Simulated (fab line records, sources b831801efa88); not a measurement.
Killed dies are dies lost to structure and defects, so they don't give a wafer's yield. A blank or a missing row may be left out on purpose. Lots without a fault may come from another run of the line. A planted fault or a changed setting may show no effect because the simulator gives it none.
Which tool did it? | flow sky130 | 7 lots, 21 wafers sampled, at 1 step of a route of 708

WHAT THE GAUGES READ, wafer by wafer
SKY_VIA4_THK_MEAS_01.
lot  | measured     | on            | VIA4_HDPCVD_THK (nm)
L536 | day 42 03:38 | film_metro-04 | 1757 1756 1768
L539 | day 43 11:37 | film_metro-02 | 1754 1747 1735
L543 | day 44 06:06 | film_metro-01 | 1744 1748 1754
L545 | day 44 18:20 | film_metro-04 | 1749 1745 1710
L553 | day 46 14:26 | film_metro-01 | 1718 1713 1738
L556 | day 47 07:07 | film_metro-02 | 1739 1740 1746
L558 | day 47 13:48 | film_metro-01 | 1749 1723 1765

WHICH TOOL RAN EACH LOT (tool, then ch and the chambers of the sampled wafers, then the start)
The record holds no process step before these readings.

THE ANSWER, worked out from the rows above alone
Rule: what is usual is taken from the lots themselves. Put in order of their means at a reading, lots are off if they are a third of the lots or fewer, leave a main group of 4 or more, and stand apart from it by a gap of 3 or more times the standard deviation of the main group's means; of several such gaps the widest counts. A main group whose means are all the same, to the digits that the tables above print for the reading, isn't used. A lot without any number at a reading at which 4 lots or more have one is off too. The other lots that the step has rows for count as sound.
No lot is off at any reading shown: from this, nothing can be told.

WHAT THE SIMULATOR HAD PUT IN
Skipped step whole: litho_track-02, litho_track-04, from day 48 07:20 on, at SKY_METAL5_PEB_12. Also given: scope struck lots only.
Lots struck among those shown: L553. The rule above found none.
